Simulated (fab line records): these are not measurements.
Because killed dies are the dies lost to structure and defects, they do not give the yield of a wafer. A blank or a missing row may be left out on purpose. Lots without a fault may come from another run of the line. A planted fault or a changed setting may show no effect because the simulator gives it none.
Which tool is to blame? + flow sfq_line + 42 wafers from 14 lots sampled at 3 of the route's 325 steps

WHAT THE GAUGES SHOWED, per wafer
SFQ_L0_RS_MEAS_901: a four-point-probe measurement. Usual: for L0_MONX_KI_RS the level is 42.5 ohm/sq and the standard deviation is 0.42.
| lot  | measured    | on            | L0_MONX_KI_RS (ohm/sq) | flag |
|------|-------------|---------------|------------------------|------|
| L581 | day 1 17:35 | film_metro-01 | 42.7 42.9 42.6         |      |
| L582 | day 1 22:34 | film_metro-01 | 42.2 41.7 41.7         |      |
| L583 | day 2 03:35 | film_metro-04 | 43.2 43.0 42.9         |      |
| L585 | day 2 13:34 | film_metro-02 | 42.2 42.5 42.0         |      |
| L586 | day 2 18:35 | film_metro-01 | 42.8 42.9 43.0         |      |
| L587 | day 2 23:37 | film_metro-04 | 42.0 41.9 42.6         |      |
| L588 | day 3 04:36 | film_metro-02 | 43.2 42.7 43.1         |      |
| L592 | day 4 00:35 | film_metro-04 | 42.4 42.5 42.1         |      |
| L593 | day 4 05:40 | film_metro-01 | 42.9 42.8 42.5         |      |
| L594 | day 4 10:34 | film_metro-04 | 41.9 49.4 41.7         | OFF  |
| L597 | day 5 01:36 | film_metro-01 | 42.6 49.7 42.6         | OFF  |
| L601 | day 5 21:34 | film_metro-04 | 42.4 42.2 42.4         |      |
| L602 | day 6 02:34 | film_metro-01 | 43.1 42.6 43.0         |      |
| L603 | day 6 07:34 | film_metro-01 | 42.2 42.6 42.5         |      |

SFQ_L0_THK_MEAS_902: measures by xrf. Usual: for L0_MONX_KI_THK the level is 41.3 nm and the standard deviation is 0.46.
| lot  | measured    | on            | L0_MONX_KI_THK (nm) | flag |
|------|-------------|---------------|---------------------|------|
| L581 | day 1 17:41 | film_metro-01 | 40.9 41.0 41.3      |      |
| L582 | day 1 22:41 | film_metro-01 | 41.5 42.3 42.2      |      |
| L583 | day 2 03:41 | film_metro-04 | 40.7 40.4 40.7      |      |
| L585 | day 2 13:41 | film_metro-02 | 41.5 41.2 41.9      |      |
| L586 | day 2 18:41 | film_metro-01 | 41.1 41.2 40.6      |      |
| L587 | day 2 23:43 | film_metro-04 | 41.5 41.7 40.9      |      |
| L588 | day 3 04:42 | film_metro-02 | 40.9 41.0 40.7      |      |
| L592 | day 4 00:41 | film_metro-04 | 41.6 41.1 41.7      |      |
| L593 | day 4 05:46 | film_metro-01 | 40.9 41.1 41.6      |      |
| L594 | day 4 10:41 | film_metro-04 | 41.9 36.4 42.1      |      |
| L597 | day 5 01:42 | film_metro-01 | 41.7 36.3 41.2      | OFF  |
| L601 | day 5 21:41 | film_metro-04 | 41.3 41.3 41.3      |      |
| L602 | day 6 02:41 | film_metro-01 | 40.4 40.9 40.7      |      |
| L603 | day 6 07:41 | film_metro-01 | 41.3 41.0 41.1      |      |

WHICH TOOL RAN EACH LOT (tool, then ch and the chambers of the sampled wafers, then the start)
| lot  | SFQ_TRILAYER_L0_DEP_SPUTTER_003 |
|------|---------------------------------|
| L581 | pvd_sputter-06, day 1 17:29     |
| L582 | pvd_sputter-05, day 1 22:29     |
| L583 | pvd_sputter-05, day 2 03:29     |
| L585 | pvd_sputter-03, day 2 13:29     |
| L586 | pvd_sputter-06, day 2 18:29     |
| L587 | pvd_sputter-06, day 2 23:29     |
| L588 | pvd_sputter-03, day 3 04:29     |
| L592 | pvd_sputter-05, day 4 00:29     |
| L593 | pvd_sputter-05, day 4 05:29     |
| L594 | pvd_sputter-06, day 4 10:29     |
| L597 | pvd_sputter-06, day 5 01:29     |
| L601 | pvd_sputter-05, day 5 21:29     |
| L602 | pvd_sputter-03, day 6 02:29     |
| L603 | pvd_sputter-05, day 6 07:29     |
- SFQ_TRILAYER_L0_DEP_SPUTTER_003: material MoNx KI, target thk 40 nm, time 102.5 s.

WHAT THE TOOLS THEMSELVES READ (means of the sampled wafers that have a number; where no wafer has one, the mark that the record gives instead)
SFQ_TRILAYER_L0_DEP_SPUTTER_003. Usual: throttle_valve_pct 30.1 %, standard deviation 0.9.
| lot  | tool           | throttle_valve_pct (%) | flag |
|------|----------------|------------------------|------|
| L581 | pvd_sputter-06 | 29.9                   |      |
| L582 | pvd_sputter-05 | 30.5                   |      |
| L583 | pvd_sputter-05 | 30.5                   |      |
| L585 | pvd_sputter-03 | 30.1                   |      |
| L586 | pvd_sputter-06 | 29.1                   |      |
| L587 | pvd_sputter-06 | 29.7                   |      |
| L588 | pvd_sputter-03 | 29.4                   |      |
| L592 | pvd_sputter-05 | 30.6                   |      |
| L593 | pvd_sputter-05 | 30.6                   |      |
| L594 | pvd_sputter-06 | 29.4                   |      |
| L597 | pvd_sputter-06 | 29.4                   |      |
| L601 | pvd_sputter-05 | 30.5                   |      |
| L602 | pvd_sputter-03 | 30.7                   |      |
| L603 | pvd_sputter-05 | 30.3                   |      |

THE ANSWER, worked out from the rows above alone
Rule: take the mean of a lot's wafers that have a number; if it is more than 3 standard deviations from the usual mean, the lot is off. A lot without any number at a reading at which 4 lots or more have one is off too. Any other lot the step has rows for is counted as sound. After the gauges, taken in route order, come the tools' own readings; for these a lot's mean is taken, as printed above. The first step at which some lot is off is used, and at that step the reading that is off furthest; a lot without a number counts as furthest.
Off: L594, L597, at SFQ_L0_RS_MEAS_901 (L0_MONX_KI_RS).
If a tool, at a process step before that reading, ran all the lots that are off and no sound lot after the first of them, it fits. Gauges at SFQ_L0_RS_MEAS_901: tried the same way as those tools. One fits: SFQ_TRILAYER_L0_DEP_SPUTTER_003 on pvd_sputter-06. A fault onset in the window from L587 (day 2 23:29, its last sound lot) to L594 (day 4 10:29, its first lot off) fits.

WHAT THE SIMULATOR HAD INSERTED
Site profile drift: pvd_sputter-06, from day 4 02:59 on, at SFQ_TRILAYER_L0_DEP_SPUTTER_003. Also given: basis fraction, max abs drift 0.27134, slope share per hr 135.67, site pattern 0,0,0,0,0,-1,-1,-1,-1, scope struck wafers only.
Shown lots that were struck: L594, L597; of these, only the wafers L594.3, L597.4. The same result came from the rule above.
